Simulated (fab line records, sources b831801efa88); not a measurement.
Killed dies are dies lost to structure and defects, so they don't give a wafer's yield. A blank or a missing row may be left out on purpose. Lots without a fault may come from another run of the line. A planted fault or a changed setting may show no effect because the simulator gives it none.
Chamber matching | flow sfq_line | SFQ_TRILAYER_I5_ETCH_VIA_ETCH_147 on rie_diel-03: 4 sister chambers
The step etches the open film in CHF3, stops on Nb, target depth 360 nm. 14 wafers are shown with their chamber, then 7 later ones without.

WAFERS WITH THEIR CHAMBER
wafer  | chamber | drypump_motor_current_A (A) | oes_product_au (a.u.) | bias_w (W)
L759.2 | 0       | 6.7                         | 0.986                 | 80.10
L759.4 | 3       | 6.2                         | 0.988                 | 80.18
L759.5 | 2       | 6.3                         | 0.992                 | 80.26
L763.3 | 3       | 6.2                         | 0.988                 | 79.89
L763.5 | 2       | 6.2                         | 0.994                 | 80.04
L763.6 | 3       | 6.2                         | 0.987                 | 79.97
L766.1 | 3       | 6.2                         | 0.983                 | 80.19
L766.2 | 0       | 6.7                         | 0.987                 | 80.25
L766.3 | 1       | 6.2                         | 0.990                 | 79.96
L767.1 | 0       | 6.7                         | 0.987                 | 80.26
L767.3 | 1       | 6.2                         | 0.993                 | 79.73
L767.5 | 2       | 6.3                         | 0.996                 | 80.35
L776.2 | 0       | 6.7                         | 0.985                 | 80.09
L776.4 | 1       | 6.2                         | 0.992                 | 79.61

SIGNATURES (means of the wafers above)
reading                 | chamber 0 | chamber 1 | chamber 2 | chamber 3 | scatter within a chamber
drypump_motor_current_A | 6.700     | 6.200     | 6.267     | 6.200     | 0.0258
oes_product_au          | 0.98625   | 0.99167   | 0.99400   | 0.98650   | 0.0018
bias_w                  | 80.1750   | 79.7667   | 80.2167   | 80.0575   | 0.144
Rule: a wafer's distance from a chamber is the root of the sum, over the readings, of the square of ((its reading less the chamber's mean) divided by the reading's scatter). The wafer belongs to the nearest chamber; if the next one is less than 2 further off, it can't be placed. The scatter: the root of (the sum of the squares of (reading less its chamber's mean) over the shown wafers, divided by (wafers less chambers)).

WAFERS WITHOUT THEIR CHAMBER
wafer  | drypump_motor_current_A (A) | oes_product_au (a.u.) | bias_w (W)
L776.6 | 6.3                         | 0.989                 | 79.94
L780.1 | 6.2                         | 0.995                 | 79.89
L780.2 | 6.7                         | 0.985                 | 80.21
L780.3 | 6.3                         | 0.986                 | 79.80
L782.3 | 6.3                         | 0.989                 | 80.33
L782.5 | 6.3                         | 0.988                 | 80.10
L782.6 | 6.2                         | 0.991                 | 80.09

WHICH CHAMBER EACH WENT THROUGH
wafer  | from the rows above          | in truth
L776.6 | can't be placed: 2 or 3 or 1 | 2
L780.1 | can't be placed: 1 or 2      | 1
L780.2 | 0                            | 0
L780.3 | can't be placed: 3 or 1 or 2 | 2
L782.3 | can't be placed: 2 or 3      | 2
L782.5 | can't be placed: 2 or 3 or 1 | 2
L782.6 | can't be placed: 1 or 3 or 2 | 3
Placed correctly: 1 of 7. Can't be placed from these rows: 6 (the true chamber is among the candidates in 6). Placed wrongly: 0.
